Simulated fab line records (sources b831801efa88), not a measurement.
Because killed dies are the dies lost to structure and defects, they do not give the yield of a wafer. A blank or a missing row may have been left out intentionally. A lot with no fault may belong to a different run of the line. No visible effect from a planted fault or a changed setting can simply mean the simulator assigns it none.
Chamber matching | flow gf180mcu | GF_STI_CMP_25 on cmp-01: 4 sister chambers
The step polishes, stops on Si3N4, t overpolish 33 s, target thk 524.6 nm. 24 wafers are shown with their chamber, then 12 later ones without.

== WAFERS PAIRED WITH THEIR CHAMBERS ==
wafer  | chamber | motor_current_A (A) | time_to_endpoint_s (s) | overpolish_run_s (s)
L728.1 | 1       | 12.6                | 126                    | 32.991
L728.3 | 0       | 10.6                | 141                    | 32.999
L728.4 | 3       | 11.9                | 121                    | 32.998
L730.1 | 3       | 11.9                | 122                    | 33.003
L730.4 | 2       | 10.9                | 122                    | 33.014
L730.6 | 0       | 10.4                | 128                    | 33.006
L731.1 | 2       | 10.4                | 130                    | 33.006
L731.5 | 1       | 13.3                | 122                    | 32.998
L731.6 | 2       | 11.0                | 126                    | 32.988
L732.1 | 0       | 10.5                | 132                    | 32.992
L732.4 | 3       | 11.5                | 117                    | 32.987
L732.5 | 2       | 10.2                | 126                    | 33.000
L733.2 | 1       | 11.9                | 121                    | 33.021
L733.4 | 2       | 10.2                | 130                    | 33.005
L733.5 | 2       | 10.1                | 134                    | 32.993
L734.1 | 1       | 12.2                | 122                    | 32.988
L734.4 | 2       | 9.9                 | 127                    | 33.000
L734.5 | 1       | 13.0                | 118                    | 32.987
L735.1 | 2       | 10.3                | 126                    | 33.010
L735.2 | 0       | 10.8                | 133                    | 33.009
L735.6 | 2       | 9.9                 | 124                    | 32.992
L744.1 | 2       | 10.0                | 130                    | 33.005
L744.4 | 1       | 13.1                | 117                    | 33.006
L744.6 | 0       | 10.5                | 130                    | 33.008

SIGNATURES (means of the wafers above)
reading            | chamber 0 | chamber 1 | chamber 2 | chamber 3 | scatter within a chamber
motor_current_A    | 10.560    | 12.683    | 10.290    | 11.767    | 0.39
time_to_endpoint_s | 132.80    | 121.00    | 127.50    | 120.00    | 3.71
overpolish_run_s   | 33.00280  | 32.99850  | 33.00130  | 32.99600  | 0.00955
Rule: for a wafer and a chamber, the distance is found by dividing, reading by reading, the gap between the wafer's reading and the chamber's mean by the reading's scatter, squaring, summing and taking the root. If the next closest chamber is less than 2 further off than the closest, the wafer can't be placed; otherwise it belongs to the closest. The scatter: take each reading less its chamber's mean, square it, sum over the shown wafers, divide by the number of wafers less the number of chambers, and take the root.

== WAFERS WITH NO CHAMBER GIVEN ==
wafer  | motor_current_A (A) | time_to_endpoint_s (s) | overpolish_run_s (s)
L745.1 | 12.0                | 120                    | 33.004
L745.2 | 10.7                | 135                    | 33.024
L745.3 | 12.3                | 117                    | 32.993
L747.2 | 12.7                | 120                    | 33.006
L747.4 | 10.0                | 124                    | 33.014
L747.5 | 12.1                | 120                    | 33.005
L749.1 | 10.2                | 126                    | 33.013
L749.4 | 12.1                | 116                    | 32.992
L749.5 | 12.6                | 119                    | 33.006
L751.1 | 12.5                | 124                    | 33.008
L751.2 | 9.8                 | 129                    | 33.002
L751.5 | 11.9                | 121                    | 32.992

== WHICH CHAMBER EACH ONE RAN IN ==
wafer  | from the rows above     | in truth
L745.1 | can't be placed: 3 or 1 | 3
L745.2 | can't be placed: 0 or 2 | 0
L745.3 | can't be placed: 1 or 3 | 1
L747.2 | can't be placed: 1 or 3 | 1
L747.4 | can't be placed: 2 or 0 | 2
L747.5 | can't be placed: 3 or 1 | 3
L749.1 | can't be placed: 2 or 0 | 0
L749.4 | can't be placed: 3 or 1 | 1
L749.5 | can't be placed: 1 or 3 | 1
L751.1 | can't be placed: 1 or 3 | 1
L751.2 | can't be placed: 2 or 0 | 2
L751.5 | can't be placed: 3 or 1 | 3
Correct placement for 0 of the 12. These rows do not allow placing 12 (true chamber among the candidates in 12). 0 placed wrongly.
